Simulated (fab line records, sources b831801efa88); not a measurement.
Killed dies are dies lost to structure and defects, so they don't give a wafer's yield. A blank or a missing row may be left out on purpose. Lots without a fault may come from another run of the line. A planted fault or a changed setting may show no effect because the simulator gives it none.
Which tool did it? | flow sky130 | 14 lots, 42 wafers sampled, at 4 steps of a route of 708

WHAT THE GAUGES READ, wafer by wafer
SKY_FIELD_ISO_CD_MEAS_13: target cd 150 nm. Usual: cd_nm 150.3 nm, standard deviation 1.3.
lot  | measured    | on        | cd_nm (nm)        | flag
L895 | day 2 10:22 | cd_sem-02 | 151.7 150.4 150.7 |
L894 | day 2 10:30 | cd_sem-01 | 150.8 150.5 150.9 |
L896 | day 2 14:37 | cd_sem-02 | 149.1 148.7 148.9 |
L897 | day 2 19:37 | cd_sem-01 | 150.6 150.0 150.0 |
L898 | day 3 00:08 | cd_sem-01 | 151.1 151.5 152.3 |
L899 | day 3 05:01 | cd_sem-02 | 149.0 149.5 148.3 |
L901 | day 3 19:48 | cd_sem-01 | 152.3 150.6 149.7 |
L902 | day 4 02:09 | cd_sem-02 | 150.2 153.8 151.4 |
L903 | day 4 06:42 | cd_sem-01 | 152.5 151.3 151.4 |
L904 | day 4 09:00 | cd_sem-02 | 149.3 150.8 149.0 |
L905 | day 4 15:39 | cd_sem-01 | 150.4 148.8 151.3 |
L910 | day 5 19:53 | cd_sem-02 | 149.0 150.3 150.3 |
L914 | day 6 15:04 | cd_sem-01 | 148.7 152.3 150.6 |
L917 | day 7 14:25 | cd_sem-01 | 149.6 148.6 152.4 |

SKY_FIELD_ISO_THK_MEAS_25. Usual: FIELD_ISO_CVD_24_THK 599 nm, standard deviation 8.8.
lot  | measured    | on            | FIELD_ISO_CVD_24_THK (nm) | flag
L895 | day 2 12:20 | film_metro-02 | 590 607 595               |
L894 | day 2 13:30 | film_metro-01 | 598 580 594               |
L896 | day 2 17:31 | film_metro-01 | 602 575 584               |
L897 | day 2 21:35 | film_metro-03 | 604 606 604               |
L898 | day 3 02:40 | film_metro-01 | 581 581 587               |
L899 | day 3 06:59 | film_metro-02 | 616 602 612               |
L901 | day 3 21:46 | film_metro-03 | 602 597 601               |
L902 | day 4 04:08 | film_metro-03 | 595 609 612               |
L903 | day 4 08:40 | film_metro-01 | 603 606 599               |
L904 | day 4 10:59 | film_metro-02 | 598 599 601               |
L905 | day 4 17:50 | film_metro-01 | 604 608 599               |
L910 | day 6 02:08 | film_metro-01 | 594 604 588               |
L914 | day 6 18:59 | film_metro-01 | 600 600 607               |
L917 | day 7 17:05 | film_metro-03 | 596 598 599               |

SKY_NWELL_THK_MEAS_02. Usual: NWELL_OXIDATION_THK 10.05 nm, standard deviation 0.17.
lot  | measured    | on            | NWELL_OXIDATION_THK (nm) | flag
L895 | day 2 18:07 | film_metro-03 | 9.89 10.15 9.97          |
L894 | day 2 18:07 | film_metro-02 | 10.10 10.14 10.00        |
L896 | day 2 22:50 | film_metro-03 | 9.89 10.04 10.07         |
L897 | day 3 03:23 | film_metro-03 | 9.96 9.83 9.76           |
L898 | day 3 07:12 | film_metro-02 | 9.92 10.08 9.95          |
L899 | day 3 10:51 | film_metro-02 | 10.49 10.24 10.24        |
L901 | day 4 03:17 | film_metro-03 | 9.93 10.02 10.09         |
L902 | day 4 08:04 | film_metro-03 | 9.98 9.89 10.12          |
L903 | day 4 13:48 | film_metro-03 | 10.15 10.17 9.99         |
L904 | day 4 16:31 | film_metro-03 | 10.13 10.07 10.24        |
L905 | day 5 00:07 | film_metro-03 | 9.99 10.07 10.10         |
L910 | day 6 07:56 | film_metro-03 | 10.10 10.15 10.12        |
L914 | day 7 00:26 | film_metro-03 | 9.65 9.67 9.64           |
L917 | day 8 00:05 | film_metro-03 | 9.74 10.11 10.09         |

WHICH TOOL RAN EACH LOT (tool, then ch and the chambers of the sampled wafers, then the start)
lot  | SKY_FIELD_ISO_WET_ETCH_30
L895 | wet_bench-02 ch 0, day 2 15:43
L894 | wet_bench-04 ch 3, day 2 16:13
L896 | wet_bench-04 ch 2, day 2 21:14
L897 | wet_bench-04 ch 2, day 3 01:01
L898 | wet_bench-01 ch 0, day 3 05:43
L899 | wet_bench-01 ch 1, day 3 09:22
L901 | wet_bench-01 ch 3, day 4 00:53
L902 | wet_bench-01 ch 1, day 4 06:32
L903 | wet_bench-02 ch 2, day 4 11:34
L904 | wet_bench-04 ch 0, day 4 14:36
L905 | wet_bench-01 ch 1, day 4 20:13
L910 | wet_bench-02 ch 0, day 6 05:52
L914 | wet_bench-02 ch 2, day 6 22:22
L917 | wet_bench-02 ch 0, day 7 20:41
- SKY_FIELD_ISO_WET_ETCH_30: etches SiO2 in dHF, target depth 25 nm, time 48.24 s.

WHAT THE TOOLS THEMSELVES READ (means of the sampled wafers that have a number; where no wafer has one, the mark that the record gives instead)
SKY_FIELD_ISO_WET_ETCH_30. Usual: bath_heat_duty_pct 6.7 %, standard deviation 0.58; temp_c 25.02 C, standard deviation 0.1.
lot  | tool         | bath_heat_duty_pct (%) | temp_c (C) | flag
L895 | wet_bench-02 | 6.3                    | 24.95      |
L894 | wet_bench-04 | 6.7                    | 25.02      |
L896 | wet_bench-04 | 6.4                    | 25.09      |
L897 | wet_bench-04 | 6.6                    | 25.02      |
L898 | wet_bench-01 | 7.4                    | 24.89      |
L899 | wet_bench-01 | 7.1                    | 25.10      |
L901 | wet_bench-01 | 0.0                    | 15.82      | OFF
L902 | wet_bench-01 | 0.0                    | 15.94      | OFF
L903 | wet_bench-02 | 6.5                    | 25.05      |
L904 | wet_bench-04 | 6.7                    | 24.97      |
L905 | wet_bench-01 | 0.0                    | 15.86      | OFF
L910 | wet_bench-02 | 6.0                    | 25.17      |
L914 | wet_bench-02 | 6.3                    | 25.08      |
L917 | wet_bench-02 | 6.6                    | 24.96      |

THE ANSWER, worked out from the rows above alone
Rule: a lot is off if the mean of its wafers that have a number lies more than 3 standard deviations from the usual mean. A lot without any number at a reading at which 4 lots or more have one is off too. The other lots that the step has rows for count as sound. The gauges are gone through in route order, then the tools' own readings, and for those a lot's mean is taken as printed above. The first step at which some lot is off is used, and at that step the reading that is off furthest; a lot without a number counts as furthest.
Off: L901, L902, L905, at SKY_FIELD_ISO_WET_ETCH_30 (temp_c).
A tool fits if, at that step or a process step before it, it ran every lot that is off, and no sound lot after the first of them. One fits: wet_bench-01 at SKY_FIELD_ISO_WET_ETCH_30. Its last sound lot is L899 (day 3 09:22), its first lot that is off L901 (day 4 00:53): a fault that began between those two fits.
The tool's own readings at SKY_FIELD_ISO_WET_ETCH_30 bear it out: on the lots that are off they differ by more than 5 times the standard deviation of the sound lots' means. bath_heat_duty_pct reads 0.0 % there against 6.6 % on the sound lots; temp_c reads 15.87 C there against 25.03 C on the sound lots.

WHAT THE SIMULATOR HAD PUT IN
Process parameter drift: wet_bench-01, from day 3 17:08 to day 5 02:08, at SKY_FIELD_ISO_WET_ETCH_30. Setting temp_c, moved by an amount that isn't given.
Lots struck among those shown: L901, L902, L905. The rule above found the same.
